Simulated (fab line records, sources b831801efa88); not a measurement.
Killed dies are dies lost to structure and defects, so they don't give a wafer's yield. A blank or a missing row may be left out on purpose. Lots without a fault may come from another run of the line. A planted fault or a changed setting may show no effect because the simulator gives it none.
fab line records | flow sky130
record lots=6 wafers=18 last_day=50
route steps=708 shown POLY_GATE@234 LDD_N@237 PAD_OPEN@708
lots that met no fault: from a run of the same line without faults
start_h: hours from the record's first day to the start of the lot's first wafer shown | wait_h: hours since the lot's step before | " the same as in the row above | L1.1+2: a row that stands for several wafers | - no value, or no start given | * or withheld: withheld | < > ~ a bound
route shown NAME@n: a module of which the file shows steps, and the number in the route of the first | usual: mean/standard deviation of fault-free wafers | same: alike in all rows | chamber/n: place in a boat | sites: the reading at each site | _std_site: their standard deviation | _edge_site: outer sites' mean less inner sites' | radius_mm: how far each site lies from the wafer's centre | mask NAME#n: copy n | behind: the tool/chamber that last shaped the wafer | hold: why the lot was held/for how many hours/how that ended | device: the transistor (n, p or np) that didn't switch | end of line: the same wafers' tests at the end of the route | a step without rows: its recipe alone | killed: dies lost to structure and defects at the first sort, not the wafer's yield | map: a wafer's dies, x killed, . not, _ none there
set.NAME: the setting as run; set.NAME@STEP: as run at that earlier step | model.NAME: the simulator's own value behind a step, which no gauge read
lots at some steps of the route; a table a step, a row a wafer
services: from which hour (start_h, from the record's first day; less than 0 if before it) a tool's chamber was out of use, for how many hours, and why
## steps
# step SKY_POLY_GATE_OXIDATION_20
# recipe temp_c=850 ambient=O2 stabilise_s=600 purge_s=300 target_thk_a=40 ox_time_s=899
# step SKY_POLY_GATE_THK_MEAS_21
# recipe reads=SiO2_of_POLY_GATE_OXIDATION_20
# usual POLY_GATE_OXIDATION_THK=4.00/0.072
# columns lot.wafer tool chamber start_h wait_h POLY_GATE_OXIDATION_THK[nm]
L472.1 film_metro-03 - 381.78 0.0 3.96
L472.5 " - " " 3.82
L472.6 " - " " 3.88
L484.1 film_metro-02 - 504.23 0.0 4.01
L484.3 " - " " 3.94
L484.5 " - " " 3.92
L487.1 film_metro-04 - 520.17 0.0 3.95
L487.2 " - " " 4.06
L487.3 " - " " 3.98
L489.2 film_metro-03 - 532.49 0.0 4.01
L489.3 " - " " 4.00
L489.6 " - " " 3.95
L492.2 film_metro-02 - 556.27 0.0 4.01
L492.3 " - " " 3.97
L492.4 " - " " 4.00
L494.2 film_metro-03 - 572.89 0.0 3.97
L494.3 " - " " 4.00
L494.4 " - " " 3.92
# step SKY_POLY_GATE_CD_MEAS_22
# usual cd_nm=150.2/2.1
# columns lot.wafer tool chamber start_h wait_h cd_nm
L472.1 cd_sem-02 - 381.89 0.1 149.8
L472.5 " - " " 151.3
L472.6 " - " " 153.5
L484.1 cd_sem-01 - 504.29 0.1 153.1
L484.3 " - " " 151.7
L484.5 " - " " 150.8
L487.1 cd_sem-01 - 520.23 0.1 152.9
L487.2 " - " " 153.6
L487.3 " - " " 148.7
L489.2 cd_sem-01 - 532.57 0.1 152.4
L489.3 " - " " 152.9
L489.6 " - " " 152.6
L492.2 cd_sem-02 - 556.35 0.1 145.9
L492.3 " - " " 147.7
L492.4 " - " " 149.1
L494.2 cd_sem-02 - 572.97 0.1 151.5
L494.3 " - " " 149.5
L494.4 " - " " 150.0
# step SKY_LDD_N_DEHYDRATE_00
# recipe temp_c=200 time_s=60
# step SKY_LDD_N_HMDS_01
# recipe prime_time_s=60 prime_temp_c=120
# step SKY_LDD_N_COAT_02
# recipe resist=NOVOLAK spin_rpm=3000 resist_thk_nm=300
# step SKY_LDD_N_SOFTBAKE_03
# recipe temp_c=90 time_s=60 resist=NOVOLAK
# step SKY_LDD_N_EXPOSE_04
# recipe mask_id=NTM target_cd_nm=840 na=0.6 source_shape=conventional sigma_outer=0.6 dose_mj=110
# step SKY_LDD_N_PEB_05
# recipe temp_c=withheld time_s=* resist=NOVOLAK
# step SKY_LDD_N_DEVELOP_06
# recipe develop_time_s=60 dev_temp_c=23
# step SKY_LDD_N_OVL_MEAS_07
# usual LDD_N_OVL=-0.9/1.3
# columns lot.wafer tool chamber start_h wait_h LDD_N_OVL[nm]
L472.1 overlay-01 - 409.57 0.1 -1.6
L472.5 " - " " -1.3
L472.6 " - " " -0.6
L484.1 overlay-02 - 534.57 0.1 0.6
L484.3 " - " " -1.7
L484.5 " - " " -1.5
L487.1 overlay-01 - 549.67 0.1 -1.6
L487.2 " - " " -0.5
L487.3 " - " " -1.0
L489.2 overlay-02 - 563.02 0.1 -0.7
L489.3 " - " " -0.9
L489.6 " - " " -2.9
L492.2 overlay-01 - 586.14 0.1 -0.3
L492.3 " - " " -1.2
L492.4 " - " " -0.8
L494.2 overlay-02 - 602.64 0.1 -0.8
L494.3 " - " " 0.4
L494.4 " - " " 0.6
# step SKY_LDD_N_IMPLANT_08
# recipe species=As energy_kev=20 dose_cm2=7.5e+13 tilt_deg=withheld rotation_deg=23
# step SKY_LDD_N_IMPLANT_09
# recipe species=As energy_kev=20 dose_cm2=7.5e+13 tilt_deg=withheld rotation_deg=113
# usual dose_ions_cm2=7.5e+13/8.4e+10 faraday_current_uA=419/11
# columns lot.wafer tool chamber start_h wait_h dose_ions_cm2 faraday_current_uA
L472.1 implanter-02 0 409.75 0.1 7.498e+13 411
L472.5 " 0 " " 7.508e+13 422
L472.6 " 0 " " 7.501e+13 401
L484.1 implanter-03 0 535.22 0.1 6.771e+13 376
L484.3 " 0 " " 6.77e+13 388
L484.5 " 0 " " 6.772e+13 383
L487.1 implanter-03 0 549.85 0.1 6.776e+13 394
L487.2 " 0 " " 6.774e+13 380
L487.3 " 0 " " 6.786e+13 380
L489.2 implanter-01 0 563.23 0.1 7.481e+13 414
L489.3 " 0 " " 7.498e+13 417
L489.6 " 0 " " 7.498e+13 414
L492.2 implanter-01 0 586.35 0.1 7.516e+13 429
L492.3 " 0 " " 7.517e+13 420
L492.4 " 0 " " 7.511e+13 422
L494.2 implanter-03 0 602.85 0.1 7.499e+13 424
L494.3 " 0 " " 7.494e+13 419
L494.4 " 0 " " 7.495e+13 418
# step SKY_LDD_N_IMPLANT_10
# recipe species=As energy_kev=20 dose_cm2=7.5e+13 tilt_deg=withheld rotation_deg=203
# step SKY_PAD_OPEN_PROBE_99
# usual killed_at_M0_to_M3=44/8.6 killed_at_M4_up=3.4/1.9 killed_at_contacts=23/5.7 killed_at_front_end=15/4.5 killed_at_other=0.4/0.62 killed_dies=86/11 killed_open=46/7.6 killed_short=39/6.3
# same gross_dies=492 killed_at_back_side=0
# columns lot.wafer tool chamber start_h wait_h killed_at_M0_to_M3 killed_at_M4_up killed_at_contacts killed_at_front_end killed_at_other killed_dies killed_open killed_short model.etest.tip_n.rs_ohm_sq
L472.1 prober-01 - 1089.48 0.1 51 4 20 16 1 92 55 37 438.6
L472.5 prober-01 - 1089.68 0.2 59 8 27 17 0 111 54 57 438.7
L472.6 prober-01 - 1089.73 0.2 37 3 16 24 0 80 44 36 435.7
L484.1 prober-02 - 1174.29 0.1 43 2 28 11 0 84 48 36 445.3
L484.3 prober-02 - 1174.39 0.2 47 2 42 8 0 99 56 43 442.7
L484.5 prober-02 - 1174.49 0.2 35 3 27 14 0 79 42 34 445.6
L487.1 prober-02 - 1175.13 0.1 33 2 24 10 1 70 30 38 452.6
L487.2 prober-02 - 1175.18 0.1 40 11 19 13 0 83 48 35 455.3
L487.3 prober-02 - 1175.23 0.2 45 5 21 15 1 87 47 38 454.6
L489.2 prober-02 - 1185.10 0.1 40 2 37 17 0 96 48 48 443.5
L489.3 prober-02 - 1185.15 0.2 39 3 22 22 2 88 49 39 446.5
L489.6 prober-02 - 1185.30 0.2 34 4 19 16 0 73 37 36 444.4
L492.2 prober-01 - 1194.97 0.1 45 5 18 17 0 85 52 33 440
L492.3 prober-01 - 1195.02 0.2 39 3 22 13 1 78 43 34 438.7
L492.4 prober-01 - 1195.07 0.2 33 2 15 10 1 61 34 27 437.5
L494.2 prober-01 - 1202.02 0.1 26 7 31 14 0 78 44 33 439.6
L494.3 prober-01 - 1202.07 0.2 45 4 32 28 0 109 52 56 439
L494.4 prober-01 - 1202.12 0.2 50 4 36 13 0 103 58 44 440.4
# killed by level:class
L472.1 VIA1:geometric_particle:open=14 VIA2:geometric_particle:open=9 LI_CONTACT:geometric_particle:open=8 METAL2:geometric_particle:short=8 VIA3:geometric_particle:open=5 POLY_GATE:geometric_particle:open=4 CONTACT:geometric_particle:short=4 CONTACT:geometric_particle:open=4
L472.5 VIA1:geometric_particle:open=14 CONTACT:geometric_particle:open=10 VIA1:geometric_particle:short=10 LOCAL_INTERCONNECT:geometric_particle:short=7 VIA2:geometric_particle:open=7 VIA3:geometric_particle:open=7 METAL4:geometric_particle:short=7 POLY_GATE:geometric_particle:short=6
L472.6 VIA1:geometric_particle:open=10 POLY_GATE:geometric_particle:open=8 LI_CONTACT:geometric_particle:open=5 METAL1:geometric_particle:short=5 VIA1:geometric_particle:short=5 VIA3:geometric_particle:open=4 LOCAL_INTERCONNECT:geometric_particle:short=4 CONTACT:geometric_particle:open=4
L484.1 VIA3:geometric_particle:open=13 VIA2:geometric_particle:open=10 CONTACT:geometric_particle:short=8 CONTACT:geometric_particle:open=7 LI_CONTACT:geometric_particle:open=6 METAL2:geometric_particle:short=4 LOCAL_INTERCONNECT:geometric_particle:short=4 VIA1:geometric_particle:open=4
L484.3 VIA1:geometric_particle:open=11 CONTACT:geometric_particle:open=10 VIA2:geometric_particle:open=10 LI_CONTACT:geometric_particle:short=9 VIA3:geometric_particle:open=8 CONTACT:geometric_particle:short=7 METAL2:geometric_particle:short=7 LOCAL_INTERCONNECT:geometric_particle:short=6
L484.5 CONTACT:geometric_particle:open=10 VIA3:geometric_particle:open=8 POLY_GATE:geometric_particle:short=5 LI_CONTACT:geometric_particle:short=5 LI_CONTACT:geometric_particle:open=5 VIA2:geometric_particle:open=5 VIA1:geometric_particle:open=5 POLY_GATE:geometric_particle:open=4
L487.1 LI_CONTACT:geometric_particle:open=8 CONTACT:geometric_particle:short=7 METAL1:geometric_particle:short=7 VIA3:geometric_particle:open=6 VIA2:geometric_particle:open=5 LOCAL_INTERCONNECT:geometric_particle:short=4 VIA1:geometric_particle:open=4 FIELD_ISO:geometric_particle:open=3
L487.2 METAL1:geometric_particle:short=9 VIA1:geometric_particle:open=9 CONTACT:geometric_particle:open=7 METAL4:geometric_particle:short=7 FIELD_ISO:geometric_particle:open=6 LI_CONTACT:geometric_particle:open=6 VIA2:geometric_particle:open=6 METAL2:geometric_particle:short=4
L487.3 VIA1:geometric_particle:open=8 METAL1:geometric_particle:short=7 METAL2:geometric_particle:short=7 FIELD_ISO:geometric_particle:open=6 LI_CONTACT:geometric_particle:open=6 VIA3:geometric_particle:open=6 VIA2:geometric_particle:open=6 CONTACT:geometric_particle:open=5
L489.2 CONTACT:geometric_particle:open=14 LI_CONTACT:geometric_particle:open=12 FIELD_ISO:geometric_particle:short=8 VIA1:geometric_particle:open=8 CONTACT:geometric_particle:short=6 METAL1:geometric_particle:short=6 VIA1:geometric_particle:short=5 VIA2:geometric_particle:open=5
L489.3 VIA1:geometric_particle:open=12 CONTACT:geometric_particle:open=7 FIELD_ISO:geometric_particle:open=6 FIELD_ISO:geometric_particle:short=6 LI_CONTACT:geometric_particle:open=6 VIA1:geometric_particle:short=5 VIA2:geometric_particle:open=5 POLY_GATE:geometric_particle:short=4
L489.6 LI_CONTACT:geometric_particle:open=8 VIA3:geometric_particle:short=6 VIA3:geometric_particle:open=6 VIA1:geometric_particle:open=5 VIA2:geometric_particle:open=5 CONTACT:geometric_particle:short=4 CONTACT:geometric_particle:open=4 VIA1:geometric_particle:short=4
L492.2 VIA1:geometric_particle:open=11 VIA2:geometric_particle:open=9 LI_CONTACT:geometric_particle:open=8 METAL3:geometric_particle:short=6 POLY_GATE:geometric_particle:open=5 METAL2:geometric_particle:short=5 FIELD_ISO:geometric_particle:open=4 METAL1:geometric_particle:short=4
L492.3 CONTACT:geometric_particle:open=9 METAL1:geometric_particle:short=8 VIA1:geometric_particle:open=8 VIA2:geometric_particle:open=7 LI_CONTACT:geometric_particle:open=6 METAL2:geometric_particle:short=6 POLY_GATE:geometric_particle:short=5 VIA2:geometric_particle:short=4
L492.4 LI_CONTACT:geometric_particle:open=5 METAL1:geometric_particle:short=5 METAL2:geometric_particle:short=5 CONTACT:geometric_particle:short=4 CONTACT:geometric_particle:open=4 METAL1:geometric_particle:open=4 VIA1:geometric_particle:open=4 VIA2:geometric_particle:open=4
L494.2 CONTACT:geometric_particle:open=11 LI_CONTACT:geometric_particle:open=10 VIA1:geometric_particle:open=9 METAL4:geometric_particle:short=6 LOCAL_INTERCONNECT:geometric_particle:short=5 CONTACT:geometric_particle:short=5 FIELD_ISO:geometric_particle:open=4 FIELD_ISO:geometric_particle:short=4
L494.3 VIA1:geometric_particle:open=10 LI_CONTACT:geometric_particle:open=9 CONTACT:geometric_particle:open=9 POLY_GATE:geometric_particle:short=8 VIA2:geometric_particle:open=6 FIELD_ISO:geometric_particle:short=5 POLY_GATE:geometric_particle:open=5 LOCAL_INTERCONNECT:geometric_particle:short=5
L494.4 LI_CONTACT:geometric_particle:open=14 VIA1:geometric_particle:open=9 VIA3:geometric_particle:open=9 CONTACT:geometric_particle:open=8 METAL1:geometric_particle:short=7 VIA2:geometric_particle:open=7 LOCAL_INTERCONNECT:geometric_particle:short=5 CONTACT:geometric_particle:short=5
## services
# columns tool chamber start_h hours kind
implanter-02 - 458.96 1.5 repair
implanter-03 - 481.24 1.1 repair
implanter-01 - 531.40 4.6 pm
implanter-02 - 535.30 4.4 pm
implanter-02 - 556.09 2.0 repair
implanter-03 - 566.77 3.4 pm
## key
first_sign step=SKY_LDD_N_IMPLANT_09 reading=dose_ions_cm2 direction=down sigmas=86 usual=* struck=*
effect step=SKY_LDD_N_IMPLANT_09 reading=faraday_current_uA direction=down sigmas=3.3 usual=419 struck=384
model_effect step=SKY_PAD_OPEN_PROBE_99 value=etest.tip_n.rs_ohm_sq without=442.5 struck=449.3
met_at SKY_LDD_N_IMPLANT_09
struck_wafers L484.1,L484.3,L484.5,L487.1,L487.2,L487.3
tester_left_out L484,L487
fault kind=process_parameter_drift tool=implanter-03 chamber=- onset_h=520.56 steps=SKY_LDD_N_IMPLANT_09 channel=dose_cm2 offset=* shape=step end_h=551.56 acts_in=* stated=*
# tester_left_out: of these lots the tester's yield and bins aren't shown, on N5 and GAA mostly nor the transistor test; their killed dies are dies lost to structure and defects alone, not to doping, threshold or leakage, so they don't give the yield
